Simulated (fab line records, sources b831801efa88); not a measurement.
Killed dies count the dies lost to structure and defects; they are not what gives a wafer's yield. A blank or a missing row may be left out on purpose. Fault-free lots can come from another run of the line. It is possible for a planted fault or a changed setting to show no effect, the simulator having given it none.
Which tool did it? :: flow sky130 :: 24 lots with 72 wafers sampled at 6 steps, on a route of 708 steps

## WHAT THE GAUGES READ, wafer by wafer
SKY_METAL4_OVL_MEAS_14.
lot: L074
measured: day 41 07:06
on: overlay-02
METAL4_OVL (nm): 1 7 2

lot: L075
measured: day 41 13:49
on: overlay-01
METAL4_OVL (nm): 2 2 -2

lot: L076
measured: day 41 22:41
on: overlay-02
METAL4_OVL (nm): 3 3 0

lot: L077
measured: day 42 09:05
on: overlay-01
METAL4_OVL (nm): -4 -4 1

lot: L078
measured: day 43 10:30
on: overlay-01
METAL4_OVL (nm): -5 3 -5

lot: L080
measured: day 43 11:15
on: overlay-02
METAL4_OVL (nm): -3 -1 -2

lot: L079
measured: day 43 15:20
on: overlay-01
METAL4_OVL (nm): -9 -1 -7

lot: L081
measured: day 43 16:09
on: overlay-01
METAL4_OVL (nm): -2 -4 -8

lot: L082
measured: day 43 19:04
on: overlay-01
METAL4_OVL (nm): -7 2 8

lot: L083
measured: day 44 21:38
on: overlay-02
METAL4_OVL (nm): -6 -11 -5

lot: L085
measured: day 44 22:01
on: overlay-01
METAL4_OVL (nm): -3 -6 -5

lot: L084
measured: day 44 22:36
on: overlay-02
METAL4_OVL (nm): -11 -7 -8

lot: L086
measured: day 45 02:06
on: overlay-02
METAL4_OVL (nm): 0 -5 -1

lot: L087
measured: day 45 05:23
on: overlay-02
METAL4_OVL (nm): -1 -7 -7

lot: L088
measured: day 45 09:43
on: overlay-02
METAL4_OVL (nm): -1 -7 1

lot: L089
measured: day 45 15:38
on: overlay-01
METAL4_OVL (nm): 0 0 3

lot: L090
measured: day 45 20:36
on: overlay-02
METAL4_OVL (nm): 4 2 6

lot: L091
measured: day 46 01:02
on: overlay-02
METAL4_OVL (nm): -3 4 1

lot: L092
measured: day 46 08:19
on: overlay-01
METAL4_OVL (nm): 5 3 7

lot: L093
measured: day 46 19:16
on: overlay-01
METAL4_OVL (nm): -4 0 -1

lot: L094
measured: day 46 21:49
on: overlay-01
METAL4_OVL (nm): -10 -9 -13

lot: L095
measured: day 47 06:23
on: overlay-02
METAL4_OVL (nm): -5 3 -9

lot: L096
measured: day 47 06:59
on: overlay-02
METAL4_OVL (nm): -4 -3 -5

lot: L097
measured: day 47 14:08
on: overlay-02
METAL4_OVL (nm): 6 2 3

## WHAT TOOL EACH LOT RAN ON (gives the tool, then ch and the chambers of the sampled wafers, and finally the start)
lot: L074
SKY_METAL1_SPUTTER_04: pvd sputter-01, day 30 23:56
SKY_METAL2_ETCH_18: rie metal-02 ch 0,1, day 34 13:11
SKY_VIA2_CMP_02: cmp-02 ch 0,3, day 34 14:09
SKY_METAL3_SOFTBAKE_09: litho track-02 ch 0, day 39 05:55 or earlier
SKY_VIA3_CMP_24: cmp-02 ch 1,2, day 39 05:55

lot: L075
SKY_METAL1_SPUTTER_04: pvd sputter-03, day 31 07:25
SKY_METAL2_ETCH_18: rie metal-02 ch 0,1, day 34 18:18
SKY_VIA2_CMP_02: cmp-02 ch 0,1, day 34 19:19
SKY_METAL3_SOFTBAKE_09: litho track-04 ch 0, day 39 12:33 or earlier
SKY_VIA3_CMP_24: cmp-02 ch 0,1,2, day 39 12:33

lot: L076
SKY_METAL1_SPUTTER_04: pvd sputter-04, day 31 19:03
SKY_METAL2_ETCH_18: rie metal-02 ch 0,1, day 35 07:04
SKY_VIA2_CMP_02: cmp-01 ch 0,2, day 35 08:04
SKY_METAL3_SOFTBAKE_09: litho track-02 ch 0, day 39 22:29 or earlier
SKY_VIA3_CMP_24: cmp-02 ch 1,2,3, day 39 22:29

lot: L077
SKY_METAL1_SPUTTER_04: pvd sputter-03, day 32 05:55
SKY_METAL2_ETCH_18: rie metal-04 ch 0,1, day 35 18:19
SKY_VIA2_CMP_02: cmp-01 ch 0,1,2, day 35 19:18
SKY_METAL3_SOFTBAKE_09: litho track-02 ch 0, day 40 07:34 or earlier
SKY_VIA3_CMP_24: cmp-01 ch 0,2,3, day 40 07:34

lot: L078
SKY_METAL1_SPUTTER_04: pvd sputter-04, day 33 10:19
SKY_METAL2_ETCH_18: rie metal-02 ch 0,1, day 37 00:40
SKY_VIA2_CMP_02: cmp-02 ch 1,2, day 37 01:41
SKY_METAL3_SOFTBAKE_09: litho track-01 ch 0, day 41 11:29 or earlier
SKY_VIA3_CMP_24: cmp-01 ch 0,1,3, day 41 11:29

lot: L080
SKY_METAL1_SPUTTER_04: pvd sputter-03, day 33 11:53
SKY_METAL2_ETCH_18: rie metal-04 ch 0,1, day 37 01:00
SKY_VIA2_CMP_02: cmp-01 ch 1,3, day 37 01:59
SKY_METAL3_SOFTBAKE_09: litho track-04 ch 0, day 41 11:41 or earlier
SKY_VIA3_CMP_24: cmp-01 ch 0,1,2, day 41 11:41

lot: L079
SKY_METAL1_SPUTTER_04: pvd sputter-03, day 33 12:56
SKY_METAL2_ETCH_18: rie metal-02 ch 0,1, day 37 02:40
SKY_VIA2_CMP_02: cmp-02 ch 1,3, day 37 03:38
SKY_METAL3_SOFTBAKE_09: litho track-01 ch 0, day 41 14:50 or earlier
SKY_VIA3_CMP_24: cmp-01 ch 1,2,3, day 41 14:50

lot: L081
SKY_METAL1_SPUTTER_04: pvd sputter-04, day 33 18:12
SKY_METAL2_ETCH_18: rie metal-03 ch 0,1, day 37 06:52
SKY_VIA2_CMP_02: cmp-02 ch 1,2, day 37 07:48
SKY_METAL3_SOFTBAKE_09: litho track-04 ch 0, day 41 16:32 or earlier
SKY_VIA3_CMP_24: cmp-01 ch 1,2, day 41 16:32

lot: L082
SKY_METAL1_SPUTTER_04: pvd sputter-03, day 33 20:53
SKY_METAL2_ETCH_18: rie metal-04 ch 0,1, day 37 08:42
SKY_VIA2_CMP_02: cmp-01 ch 0,1,2, day 37 09:38
SKY_METAL3_SOFTBAKE_09: litho track-01 ch 0, day 41 18:54 or earlier
SKY_VIA3_CMP_24: cmp-01 ch 0,2,3, day 41 18:54

lot: L083
SKY_METAL1_SPUTTER_04: pvd sputter-03, day 35 00:56
SKY_METAL2_ETCH_18: rie metal-03 ch 1, day 38 13:22
SKY_VIA2_CMP_02: cmp-01 ch 0,2,3, day 38 14:18
SKY_METAL3_SOFTBAKE_09: litho track-04 ch 0, day 42 20:53 or earlier
SKY_VIA3_CMP_24: cmp-02 ch 1,2,3, day 42 20:53

lot: L085
SKY_METAL1_SPUTTER_04: pvd sputter-03, day 35 04:38
SKY_METAL2_ETCH_18: rie metal-03 ch 0,1, day 38 16:26
SKY_VIA2_CMP_02: cmp-02 ch 0,1,2, day 38 17:28
SKY_METAL3_SOFTBAKE_09: litho track-01 ch 0, day 42 22:04 or earlier
SKY_VIA3_CMP_24: cmp-01 ch 0,2, day 42 22:04

lot: L084
SKY_METAL1_SPUTTER_04: pvd sputter-01, day 35 04:59
SKY_METAL2_ETCH_18: rie metal-02 ch 0, day 38 17:35
SKY_VIA2_CMP_02: cmp-02 ch 0,1,3, day 38 18:43
SKY_METAL3_SOFTBAKE_09: litho track-01 ch 0, day 42 23:12 or earlier
SKY_VIA3_CMP_24: cmp-02 ch 0,1,2, day 42 23:12

lot: L086
SKY_METAL1_SPUTTER_04: pvd sputter-04, day 35 12:19
SKY_METAL2_ETCH_18: rie metal-04 ch 0,1, day 39 00:25
SKY_VIA2_CMP_02: cmp-02 ch 0,1,2, day 39 01:23
SKY_METAL3_SOFTBAKE_09: litho track-04 ch 0, day 43 06:20 or earlier
SKY_VIA3_CMP_24: cmp-01 ch 1,2,3, day 43 06:20

lot: L087
SKY_METAL1_SPUTTER_04: pvd sputter-04, day 35 18:32
SKY_METAL2_ETCH_18: rie metal-02 ch 0,1, day 39 05:31
SKY_VIA2_CMP_02: cmp-02 ch 0,3, day 39 06:32
SKY_METAL3_SOFTBAKE_09: litho track-02 ch 0, day 43 11:20 or earlier
SKY_VIA3_CMP_24: cmp-01 ch 0,1,3, day 43 11:20

lot: L088
SKY_METAL1_SPUTTER_04: pvd sputter-01, day 35 23:13
SKY_METAL2_ETCH_18: rie metal-04 ch 0,1, day 39 10:23
SKY_VIA2_CMP_02: cmp-02 ch 1,3, day 39 11:17
SKY_METAL3_SOFTBAKE_09: litho track-01 ch 0, day 43 15:12 or earlier
SKY_VIA3_CMP_24: cmp-01 ch 0,2,3, day 43 15:12

lot: L089
SKY_METAL1_SPUTTER_04: pvd sputter-03, day 36 04:09
SKY_METAL2_ETCH_18: rie metal-02 ch 0,1, day 39 14:52
SKY_VIA2_CMP_02: cmp-02 ch 2,3, day 39 15:50
SKY_METAL3_SOFTBAKE_09: litho track-02 ch 0, day 43 20:41 or earlier
SKY_VIA3_CMP_24: cmp-02 ch 0,1,3, day 43 20:41

lot: L090
SKY_METAL1_SPUTTER_04: pvd sputter-01, day 36 08:25
SKY_METAL2_ETCH_18: rie metal-03 ch 0,1, day 39 20:07
SKY_VIA2_CMP_02: cmp-02 ch 1,2, day 39 21:12
SKY_METAL3_SOFTBAKE_09: litho track-01 ch 0, day 44 00:56 or earlier
SKY_VIA3_CMP_24: cmp-02 ch 0,3, day 44 00:56

lot: L091
SKY_METAL1_SPUTTER_04: pvd sputter-01, day 36 15:53
SKY_METAL2_ETCH_18: rie metal-02 ch 0,1, day 40 02:04
SKY_VIA2_CMP_02: cmp-02 ch 2,3, day 40 03:01
SKY_METAL3_SOFTBAKE_09: litho track-02 ch 0, day 44 05:13 or earlier
SKY_VIA3_CMP_24: cmp-01 ch 2,3, day 44 05:13

lot: L092
SKY_METAL1_SPUTTER_04: pvd sputter-03, day 37 02:47
SKY_METAL2_ETCH_18: rie metal-04 ch 1, day 40 10:07
SKY_VIA2_CMP_02: cmp-02 ch 0,1,3, day 40 11:12
SKY_METAL3_SOFTBAKE_09: litho track-01 ch 0, day 44 15:28 or earlier
SKY_VIA3_CMP_24: cmp-02 ch 0,1,2, day 44 15:28

lot: L093
SKY_METAL1_SPUTTER_04: pvd sputter-03, day 37 14:32
SKY_METAL2_ETCH_18: rie metal-03 ch 0,1, day 40 19:58
SKY_VIA2_CMP_02: cmp-01 ch 0,1, day 40 20:57
SKY_METAL3_SOFTBAKE_09: litho track-04 ch 0, day 45 00:44 or earlier
SKY_VIA3_CMP_24: cmp-02 ch 1,2, day 45 00:44

lot: L094
SKY_METAL1_SPUTTER_04: pvd sputter-01, day 37 23:50
SKY_METAL2_ETCH_18: rie metal-02 ch 0,1, day 41 04:43
SKY_VIA2_CMP_02: cmp-02 ch 1,3, day 41 05:43
SKY_METAL3_SOFTBAKE_09: litho track-02 ch 0, day 45 03:55 or earlier
SKY_VIA3_CMP_24: cmp-02 ch 1,2,3, day 45 03:55

lot: L095
SKY_METAL1_SPUTTER_04: pvd sputter-01, day 38 08:07
SKY_METAL2_ETCH_18: rie metal-02 ch 0,1, day 41 11:48
SKY_VIA2_CMP_02: cmp-02 ch 0,3, day 41 14:26
SKY_METAL3_SOFTBAKE_09: litho track-02 ch 0, day 45 13:29 or earlier
SKY_VIA3_CMP_24: cmp-01 ch 0,1, day 45 13:29

lot: L096
SKY_METAL1_SPUTTER_04: pvd sputter-03, day 38 10:22
SKY_METAL2_ETCH_18: rie metal-04 ch 0,1, day 41 14:55
SKY_VIA2_CMP_02: cmp-02 ch 0,1,3, day 41 16:11
SKY_METAL3_SOFTBAKE_09: litho track-02 ch 0, day 45 14:38 or earlier
SKY_VIA3_CMP_24: cmp-01 ch 0,1,3, day 45 14:38

lot: L097
SKY_METAL1_SPUTTER_04: pvd sputter-01, day 38 15:46
SKY_METAL2_ETCH_18: rie metal-03 ch 0,1, day 41 20:31
SKY_VIA2_CMP_02: cmp-02 ch 0,1,3, day 41 21:34
SKY_METAL3_SOFTBAKE_09: litho track-01 ch 0, day 45 20:55 or earlier
SKY_VIA3_CMP_24: cmp-02 ch 0,1,2, day 45 20:55
- SKY_METAL1_SPUTTER_04: material TiN, target thk 70 nm, time 58.3 s.
- SKY_METAL2_ETCH_18: etches BARC in N2/H2, stops on SiO2, time 45.9 s, target depth 60 nm.
- SKY_VIA2_CMP_02: polishes SiO2.
- SKY_METAL3_SOFTBAKE_09: time 92.54 s.
- SKY_VIA3_CMP_24: polishes, stops on SiO2, t overpolish 20 s, target thk 0 nm.

## AS READ BY THE TOOLS THEMSELVES (means over the sampled wafers that have a number; for cases with no such wafer, the mark the record gives instead)
SKY_METAL1_SPUTTER_04.
lot: L074
tool: pvd sputter-01
throttle valve pct (%): 29.2

lot: L075
tool: pvd sputter-03
throttle valve pct (%): 30.8

lot: L076
tool: pvd sputter-04
throttle valve pct (%): 29.2

lot: L077
tool: pvd sputter-03
throttle valve pct (%): 30.7

lot: L078
tool: pvd sputter-04
throttle valve pct (%): 29.5

lot: L080
tool: pvd sputter-03
throttle valve pct (%): 30.4

lot: L079
tool: pvd sputter-03
throttle valve pct (%): 31.4

lot: L081
tool: pvd sputter-04
throttle valve pct (%): 29.6

lot: L082
tool: pvd sputter-03
throttle valve pct (%): 30.2

lot: L083
tool: pvd sputter-03
throttle valve pct (%): 30.3

lot: L085
tool: pvd sputter-03
throttle valve pct (%): 30.7

lot: L084
tool: pvd sputter-01
throttle valve pct (%): 29.6

lot: L086
tool: pvd sputter-04
throttle valve pct (%): 29.2

lot: L087
tool: pvd sputter-04
throttle valve pct (%): 29.0

lot: L088
tool: pvd sputter-01
throttle valve pct (%): 29.8

lot: L089
tool: pvd sputter-03
throttle valve pct (%): 30.3

lot: L090
tool: pvd sputter-01
throttle valve pct (%): 29.9

lot: L091
tool: pvd sputter-01
throttle valve pct (%): 29.7

lot: L092
tool: pvd sputter-03
throttle valve pct (%): 31.0

lot: L093
tool: pvd sputter-03
throttle valve pct (%): 31.3

lot: L094
tool: pvd sputter-01
throttle valve pct (%): 30.3

lot: L095
tool: pvd sputter-01
throttle valve pct (%): 30.3

lot: L096
tool: pvd sputter-03
throttle valve pct (%): 30.8

lot: L097
tool: pvd sputter-01
throttle valve pct (%): 30.3

SKY_METAL2_ETCH_18.
lot: L074
tool: rie metal-02
bias w (W): 99.92
drypump motor current A (A): 5.6
oes product au (a.u.): 0.853
throttle valve pct (%): 13.230

lot: L075
tool: rie metal-02
bias w (W): 100.10
drypump motor current A (A): 5.6
oes product au (a.u.): 0.853
throttle valve pct (%): 13.220

lot: L076
tool: rie metal-02
bias w (W): 100.20
drypump motor current A (A): 5.6
oes product au (a.u.): 0.854
throttle valve pct (%): 13.227

lot: L077
tool: rie metal-04
bias w (W): 99.72
drypump motor current A (A): 5.3
oes product au (a.u.): 0.858
throttle valve pct (%): 13.227

lot: L078
tool: rie metal-02
bias w (W): 99.65
drypump motor current A (A): 5.7
oes product au (a.u.): 0.852
throttle valve pct (%): 13.226

lot: L080
tool: rie metal-04
bias w (W): 100.19
drypump motor current A (A): 5.3
oes product au (a.u.): 0.853
throttle valve pct (%): 13.228

lot: L079
tool: rie metal-02
bias w (W): 100.19
drypump motor current A (A): 5.7
oes product au (a.u.): 0.861
throttle valve pct (%): 13.226

lot: L081
tool: rie metal-03
bias w (W): 100.13
drypump motor current A (A): 6.2
oes product au (a.u.): 0.854
throttle valve pct (%): 13.226

lot: L082
tool: rie metal-04
bias w (W): 99.87
drypump motor current A (A): 5.3
oes product au (a.u.): 0.853
throttle valve pct (%): 13.233

lot: L083
tool: rie metal-03
bias w (W): 99.91
drypump motor current A (A): 5.4
oes product au (a.u.): 0.855
throttle valve pct (%): 13.222

lot: L085
tool: rie metal-03
bias w (W): 100.01
drypump motor current A (A): 6.2
oes product au (a.u.): 0.858
throttle valve pct (%): 13.227

lot: L084
tool: rie metal-02
bias w (W): 100.13
drypump motor current A (A): 5.6
oes product au (a.u.): 0.856
throttle valve pct (%): 13.226

lot: L086
tool: rie metal-04
bias w (W): 99.90
drypump motor current A (A): 5.8
oes product au (a.u.): 0.859
throttle valve pct (%): 13.224

lot: L087
tool: rie metal-02
bias w (W): 100.08
drypump motor current A (A): 5.6
oes product au (a.u.): 0.852
throttle valve pct (%): 13.222

lot: L088
tool: rie metal-04
bias w (W): 99.98
drypump motor current A (A): 5.3
oes product au (a.u.): 0.857
throttle valve pct (%): 13.222

lot: L089
tool: rie metal-02
bias w (W): 99.77
drypump motor current A (A): 5.6
oes product au (a.u.): 0.854
throttle valve pct (%): 13.230

lot: L090
tool: rie metal-03
bias w (W): 99.93
drypump motor current A (A): 5.8
oes product au (a.u.): 0.859
throttle valve pct (%): 13.231

lot: L091
tool: rie metal-02
bias w (W): 100.17
drypump motor current A (A): 5.6
oes product au (a.u.): 0.853
throttle valve pct (%): 13.229

lot: L092
tool: rie metal-04
bias w (W): 100.25
drypump motor current A (A): 4.8
oes product au (a.u.): 0.855
throttle valve pct (%): 13.227

lot: L093
tool: rie metal-03
bias w (W): 100.05
drypump motor current A (A): 6.2
oes product au (a.u.): 0.859
throttle valve pct (%): 13.225

lot: L094
tool: rie metal-02
bias w (W): 100.06
drypump motor current A (A): 5.7
oes product au (a.u.): 0.850
throttle valve pct (%): 13.225

lot: L095
tool: rie metal-02
bias w (W): 99.92
drypump motor current A (A): 5.7
oes product au (a.u.): 0.851
throttle valve pct (%): 13.229

lot: L096
tool: rie metal-04
bias w (W): 100.28
drypump motor current A (A): 5.8
oes product au (a.u.): 0.857
throttle valve pct (%): 13.222

lot: L097
tool: rie metal-03
bias w (W): 100.08
drypump motor current A (A): 6.2
oes product au (a.u.): 0.859
throttle valve pct (%): 13.220

SKY_VIA2_CMP_02.
lot: L074
tool: cmp-02
motor current A (A): 11.4
slurry flow ml min: 150.4

lot: L075
tool: cmp-02
motor current A (A): 12.7
slurry flow ml min: 150.7

lot: L076
tool: cmp-01
motor current A (A): 11.8
slurry flow ml min: 150.4

lot: L077
tool: cmp-01
motor current A (A): 12.1
slurry flow ml min: 149.4

lot: L078
tool: cmp-02
motor current A (A): 13.2
slurry flow ml min: 149.8

lot: L080
tool: cmp-01
motor current A (A): 12.1
slurry flow ml min: 149.2

lot: L079
tool: cmp-02
motor current A (A): 12.3
slurry flow ml min: 150.2

lot: L081
tool: cmp-02
motor current A (A): 13.1
slurry flow ml min: 150.2

lot: L082
tool: cmp-01
motor current A (A): 13.0
slurry flow ml min: 149.8

lot: L083
tool: cmp-01
motor current A (A): 12.2
slurry flow ml min: 150.5

lot: L085
tool: cmp-02
motor current A (A): 12.9
slurry flow ml min: 150.0

lot: L084
tool: cmp-02
motor current A (A): 12.0
slurry flow ml min: 149.9

lot: L086
tool: cmp-02
motor current A (A): 12.9
slurry flow ml min: 150.0

lot: L087
tool: cmp-02
motor current A (A): 11.4
slurry flow ml min: 150.1

lot: L088
tool: cmp-02
motor current A (A): 12.5
slurry flow ml min: 150.2

lot: L089
tool: cmp-02
motor current A (A): 12.2
slurry flow ml min: 149.6

lot: L090
tool: cmp-02
motor current A (A): 13.3
slurry flow ml min: 150.0

lot: L091
tool: cmp-02
motor current A (A): 11.6
slurry flow ml min: 149.8

lot: L092
tool: cmp-02
motor current A (A): 12.3
slurry flow ml min: 150.0

lot: L093
tool: cmp-01
motor current A (A): 13.5
slurry flow ml min: 150.2

lot: L094
tool: cmp-02
motor current A (A): 13.0
slurry flow ml min: 150.2

lot: L095
tool: cmp-02
motor current A (A): 11.2
slurry flow ml min: 149.8

lot: L096
tool: cmp-02
motor current A (A): 12.2
slurry flow ml min: 150.1

lot: L097
tool: cmp-02
motor current A (A): 11.7
slurry flow ml min: 149.6

SKY_METAL3_SOFTBAKE_09.
lot: L074
tool: litho track-02
plate sensor t centre C (C): 100.88
plate sensor t edge C (C): 100.95

lot: L075
tool: litho track-04
plate sensor t centre C (C): 100.89
plate sensor t edge C (C): 100.95

lot: L076
tool: litho track-02
plate sensor t centre C (C): 100.88
plate sensor t edge C (C): 100.95

lot: L077
tool: litho track-02
plate sensor t centre C (C): 100.88
plate sensor t edge C (C): 100.94

lot: L078
tool: litho track-01
plate sensor t centre C (C): 100.89
plate sensor t edge C (C): 100.96

lot: L080
tool: litho track-04
plate sensor t centre C (C): 100.89
plate sensor t edge C (C): 100.96

lot: L079
tool: litho track-01
plate sensor t centre C (C): 100.88
plate sensor t edge C (C): 100.95

lot: L081
tool: litho track-04
plate sensor t centre C (C): 100.89
plate sensor t edge C (C): 100.96

lot: L082
tool: litho track-01
plate sensor t centre C (C): 100.88
plate sensor t edge C (C): 100.96

lot: L083
tool: litho track-04
plate sensor t centre C (C): 100.89
plate sensor t edge C (C): 100.95

lot: L085
tool: litho track-01
plate sensor t centre C (C): 100.89
plate sensor t edge C (C): 100.96

lot: L084
tool: litho track-01
plate sensor t centre C (C): 100.89
plate sensor t edge C (C): 100.95

lot: L086
tool: litho track-04
plate sensor t centre C (C): 100.87
plate sensor t edge C (C): 100.96

lot: L087
tool: litho track-02
plate sensor t centre C (C): 100.88
plate sensor t edge C (C): 100.94

lot: L088
tool: litho track-01
plate sensor t centre C (C): 100.89
plate sensor t edge C (C): 100.96

lot: L089
tool: litho track-02
plate sensor t centre C (C): 100.88
plate sensor t edge C (C): 100.95

lot: L090
tool: litho track-01
plate sensor t centre C (C): 100.88
plate sensor t edge C (C): 100.95

lot: L091
tool: litho track-02
plate sensor t centre C (C): 100.88
plate sensor t edge C (C): 100.96

lot: L092
tool: litho track-01
plate sensor t centre C (C): 100.88
plate sensor t edge C (C): 100.95

lot: L093
tool: litho track-04
plate sensor t centre C (C): 100.89
plate sensor t edge C (C): 100.95

lot: L094
tool: litho track-02
plate sensor t centre C (C): 100.88
plate sensor t edge C (C): 100.95

lot: L095
tool: litho track-02
plate sensor t centre C (C): 100.88
plate sensor t edge C (C): 100.96

lot: L096
tool: litho track-02
plate sensor t centre C (C): 100.87
plate sensor t edge C (C): 100.95

lot: L097
tool: litho track-01
plate sensor t centre C (C): 100.88
plate sensor t edge C (C): 100.95

SKY_VIA3_CMP_24.
lot: L074
tool: cmp-02
motor current A (A): 12.5
overpolish run s (s): 20.004
slurry flow ml min: 150.2
time to endpoint s (s): 102

lot: L075
tool: cmp-02
motor current A (A): 11.7
overpolish run s (s): 20.003
slurry flow ml min: 150.2
time to endpoint s (s): 97

lot: L076
tool: cmp-02
motor current A (A): 11.7
overpolish run s (s): 19.994
slurry flow ml min: 150.1
time to endpoint s (s): 95

lot: L077
tool: cmp-01
motor current A (A): 10.9
overpolish run s (s): 19.991
slurry flow ml min: 149.6
time to endpoint s (s): 97

lot: L078
tool: cmp-01
motor current A (A): 11.6
overpolish run s (s): 19.994
slurry flow ml min: 150.3
time to endpoint s (s): 96

lot: L080
tool: cmp-01
motor current A (A): 11.5
overpolish run s (s): 19.998
slurry flow ml min: 150.0
time to endpoint s (s): 99

lot: L079
tool: cmp-01
motor current A (A): 11.0
overpolish run s (s): 19.998
slurry flow ml min: 149.6
time to endpoint s (s): 95

lot: L081
tool: cmp-01
motor current A (A): 11.4
overpolish run s (s): 20.001
slurry flow ml min: 150.0
time to endpoint s (s): 94

lot: L082
tool: cmp-01
motor current A (A): 11.1
overpolish run s (s): 19.994
slurry flow ml min: 150.4
time to endpoint s (s): 95

lot: L083
tool: cmp-02
motor current A (A): 11.7
overpolish run s (s): 19.994
slurry flow ml min: 149.7
time to endpoint s (s): 97

lot: L085
tool: cmp-01
motor current A (A): 10.9
overpolish run s (s): 20.003
slurry flow ml min: 150.1
time to endpoint s (s): 97

lot: L084
tool: cmp-02
motor current A (A): 11.8
overpolish run s (s): 19.988
slurry flow ml min: 150.3
time to endpoint s (s): 96

lot: L086
tool: cmp-01
motor current A (A): 10.6
overpolish run s (s): 20.003
slurry flow ml min: 149.8
time to endpoint s (s): 95

lot: L087
tool: cmp-01
motor current A (A): 11.7
overpolish run s (s): 19.999
slurry flow ml min: 150.4
time to endpoint s (s): 96

lot: L088
tool: cmp-01
motor current A (A): 11.3
overpolish run s (s): 20.003
slurry flow ml min: 150.1
time to endpoint s (s): 90

lot: L089
tool: cmp-02
motor current A (A): 11.1
overpolish run s (s): 20.002
slurry flow ml min: 150.2
time to endpoint s (s): 97

lot: L090
tool: cmp-02
motor current A (A): 10.3
overpolish run s (s): 19.998
slurry flow ml min: 150.1
time to endpoint s (s): 98

lot: L091
tool: cmp-01
motor current A (A): 10.4
overpolish run s (s): 19.993
slurry flow ml min: 149.1
time to endpoint s (s): 95

lot: L092
tool: cmp-02
motor current A (A): 11.8
overpolish run s (s): 19.999
slurry flow ml min: 149.9
time to endpoint s (s): 99

lot: L093
tool: cmp-02
motor current A (A): 12.4
overpolish run s (s): 20.007
slurry flow ml min: 150.5
time to endpoint s (s): 96

lot: L094
tool: cmp-02
motor current A (A): 11.9
overpolish run s (s): 20.007
slurry flow ml min: 149.6
time to endpoint s (s): 98

lot: L095
tool: cmp-01
motor current A (A): 12.6
overpolish run s (s): 20.004
slurry flow ml min: 149.8
time to endpoint s (s): 89

lot: L096
tool: cmp-01
motor current A (A): 11.5
overpolish run s (s): 20.001
slurry flow ml min: 149.9
time to endpoint s (s): 93

lot: L097
tool: cmp-02
motor current A (A): 11.7
overpolish run s (s): 19.996
slurry flow ml min: 150.2
time to endpoint s (s): 99

## THE ANSWER, worked out from the rows above alone
Rule: the lots themselves supply what counts as usual. The widest of any qualifying gaps counts: lots, ordered by their means at a reading, are off when they make up no more than a third of the lots, leave a main group of 4 or more, and stand apart from it by 3 or more times the standard deviation of that group's means. The tables above print the reading to a certain number of digits; a main group whose means all agree to those digits is not used. Also off: a lot with no number at a reading for which 4 or more lots have one. All remaining lots with rows at the step are treated as sound. After the gauges, taken in route order, come the tools' own readings; for these a lot's mean is taken, as printed above. At the first step where some lot is off, the reading lying furthest off is the one used; lots without a number count as furthest.
No lot is off on any of the readings shown, so nothing can be concluded from this.

## WHAT THE SIMULATOR HAD INSERTED
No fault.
